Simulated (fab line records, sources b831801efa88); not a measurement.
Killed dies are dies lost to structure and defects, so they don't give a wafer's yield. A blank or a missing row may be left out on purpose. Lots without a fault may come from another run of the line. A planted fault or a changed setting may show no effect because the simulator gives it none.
A struck lot beside a sound one | flow sky130 | 43 steps out of a route of 708
Sound: wafers L675.3, L675.5, L675.6. Struck: wafers L683.4, L683.6. (L683.2 of the same lot was not struck and is left out.) The cause comes at the end.
At each step with rows: each side's tool, then ch and its chambers, then its first start. Under that, the readings that differ: sound wafers | struck wafers | difference of the means | sigmas: that difference in standard deviations of wafers without a fault.
alike: readings whose means differ by less than 2 such deviations, and words and numbers that are the same on both sides. not compared: withheld readings, readings that some wafer has no value for, bounds like >300 that may hide the same value, and numbers for which the record gives no deviation and whose values overlap.
The two part at a step that has a row with sigmas, a row that says differs or no value, or rows on one side only. Numbers that don't overlap but have no deviation are shown without sigmas and don't part them. A reading that every wafer of one side lacks parts them only if that side has two wafers or more.

SKY_LOCAL_INTERCONNECT_THK_MEAS_02: measures by xrf.
  sound on film_metro-03, day 31 09:51; struck on film_metro-03, day 34 05:53
  alike: LOCAL_INTERCONNECT_TIN_THK
then, 8 steps without rows for these wafers: SKY_LOCAL_INTERCONNECT_DEHYDRATE_03 (time 60 s); SKY_LOCAL_INTERCONNECT_HMDS_04 (prime time 60 s); SKY_LOCAL_INTERCONNECT_COAT_05 (resist thk 60 nm); SKY_LOCAL_INTERCONNECT_COAT_06 (resist thk 450 nm); SKY_LOCAL_INTERCONNECT_SOFTBAKE_07 (time 90 s); SKY_LOCAL_INTERCONNECT_EXPOSE_08 (exposes mask LI1M, target cd 170 nm); SKY_LOCAL_INTERCONNECT_PEB_09; SKY_LOCAL_INTERCONNECT_DEVELOP_10 (develop time 60 s).
SKY_LOCAL_INTERCONNECT_CD_MEAS_11: target cd 170 nm.
  sound on cd_sem-02, day 32 12:21; struck on cd_sem-01, day 35 08:08
  alike: cd_nm
SKY_LOCAL_INTERCONNECT_OVL_MEAS_12:
  sound on overlay-02, day 32 12:26; struck on overlay-01, day 35 08:14
  alike: LOCAL_INTERCONNECT_OVL
then, 1 step without rows for these wafers: SKY_LOCAL_INTERCONNECT_ETCH_13 (etches BARC in N2/H2, stops on SiO2, time 45.9 s, target depth 60 nm).
SKY_LOCAL_INTERCONNECT_METAL_ETCH_14: etches TiN in Cl2/BCl3, stops on PSG, target depth 110 nm, time 31.4 s.
  sound on rie_metal-01 ch 0,1, day 32 12:33; struck on rie_metal-03 ch 0, day 35 08:20
  reading                | sound                | struck        | difference | sigmas
  bcl3_flow_sccm (sccm)  | 29.92 29.92 29.92    | 30.14 30.08   | +0.19      | +2
  throttle_valve_pct (%) | 21.917 21.918 21.907 | 21.893 21.879 | -0.028     | -3
  alike: drypump_motor_current_A, oes_product_au
  not compared: rf_hours_counter_h
SKY_LOCAL_INTERCONNECT_STRIP_15: strips in O2/N2.
  sound on plasma_asher-02 ch 0,1, day 32 12:37; struck on plasma_asher-02 ch 0,1, day 35 08:23
  reading             | sound          | struck    | difference | sigmas
  o2_flow_sccm (sccm) | 3018 3009 2986 | 3015 3030 | +18        | +2
  alike: drypump_motor_current_A, oes_product_au, strip_time_to_endpoint_s
  not compared: rf_hours_counter_h
then, 3 steps without rows for these wafers: SKY_LOCAL_INTERCONNECT_STRIP_16 (strips in post etch residue remover, time 1200 s); SKY_LOCAL_INTERCONNECT_CLEAN_17 (cleans in IPA, time 180 s); SKY_LOCAL_INTERCONNECT_CLEAN_18 (cleans in O3/DIW).
SKY_CONTACT_CVD_00: deposits Si3N4, target thk 75 nm.
  sound on pecvd-02 ch 0,1,2, day 32 13:13; struck on pecvd-02 ch 0, day 35 08:59
  alike: heater_power_w
SKY_CONTACT_THK_MEAS_01:
  sound on film_metro-03, day 32 13:16; struck on film_metro-04, day 35 09:02
  alike: CONTACT_CVD_00_THK
then, 1 step without rows for these wafers: SKY_CONTACT_HDPCVD_02 (deposits SiO2, target thk 565 nm, time 94.2 s).
SKY_CONTACT_THK_MEAS_03:
  sound on film_metro-02, day 32 13:23; struck on film_metro-02, day 35 09:10
  alike: CONTACT_HDPCVD_THK
then, 1 step without rows for these wafers: SKY_CONTACT_CMP_04 (polishes SiO2).
SKY_CONTACT_BOW_MEAS_05:
  sound on film_metro-03, day 32 13:46; struck on film_metro-03, day 35 10:49
  alike: CONTACT_BOW
then, 8 steps without rows for these wafers: SKY_CONTACT_DEHYDRATE_06 (time 60 s); SKY_CONTACT_HMDS_07 (prime time 60 s); SKY_CONTACT_COAT_08 (resist thk 60 nm); SKY_CONTACT_COAT_09 (resist thk 450 nm); SKY_CONTACT_SOFTBAKE_10 (time 90 s); SKY_CONTACT_EXPOSE_11 (exposes mask CTM1, target cd 170 nm); SKY_CONTACT_PEB_12; SKY_CONTACT_DEVELOP_13 (develop time 60 s).
SKY_CONTACT_CD_MEAS_14: target cd 170 nm.
  sound on cd_sem-01, day 33 17:06; struck on cd_sem-02, day 36 12:26
  alike: cd_nm
SKY_CONTACT_OVL_MEAS_15:
  sound on overlay-01, day 33 17:11; struck on overlay-02, day 36 12:32
  alike: CONTACT_OVL
SKY_CONTACT_ETCH_16: etches BARC in N2/H2, stops on SiO2, time 45.9 s, target depth 60 nm.
  sound on rie_diel-04 ch 0,2,3, day 33 17:13; struck on rie_diel-02 ch 2, day 36 12:34
  alike: drypump_motor_current_A, oes_product_au, throttle_valve_pct
  not compared: rf_hours_counter_h
SKY_CONTACT_ETCH_17: etches SiO2 in C4F8/O2/Ar, stops on Si3N4, target depth 340 nm.
  sound on rie_diel-04 ch 0,2,3, day 33 17:15; struck on rie_diel-02 ch 2, day 36 12:37
  alike: oes_product_au
SKY_CONTACT_ETCH_18: etches Si3N4 in CHF3/O2, stops on TiN, time 39 s, target depth 75 nm.
  sound on rie_diel-04 ch 0,2,3; struck on rie_diel-02 ch 2
  alike: drypump_motor_current_A, oes_product_au, throttle_valve_pct
  not compared: rf_hours_counter_h
then, 6 steps without rows for these wafers: SKY_CONTACT_STRIP_19 (strips in O2/N2); SKY_CONTACT_STRIP_20 (strips in post etch residue remover, time 1200 s); SKY_CONTACT_CLEAN_21 (cleans in IPA, time 180 s); SKY_CONTACT_CLEAN_22 (cleans in O3/DIW); SKY_CONTACT_SPUTTER_23 (material TiN, target thk 20 nm, time 80 s); SKY_CONTACT_CVD_24 (deposits W, target thk 340 nm, time 102.12 s).
-- the record jumps here: 13 days lie between the struck wafers' starts before and after (it left off in module CONTACT and takes up again in module PAD_OPEN, whose first step shown is number 708 of the route) --
SKY_PAD_OPEN_PROBE_99:
  sound on prober-02, day 47 13:40; struck on prober-02, day 49 09:02
  reading            | sound    | struck  | difference | sigmas
  killed_at_contacts | 27 25 24 | 67 67   | +42        | +7
  killed_dies        | 96 80 91 | 132 147 | +50        | +5
  alike: killed_at_M0_to_M3, killed_at_M4_up, killed_at_front_end, killed_at_other, killed_open, killed_short

WHERE THEY PART
First at SKY_LOCAL_INTERCONNECT_METAL_ETCH_14; last, within this record, at SKY_PAD_OPEN_PROBE_99.

WHY: what the simulator had put in
Chamber particle source: rie_metal-03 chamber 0, from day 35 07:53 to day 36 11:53, at SKY_LOCAL_INTERCONNECT_METAL_ETCH_14. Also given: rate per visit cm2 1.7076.
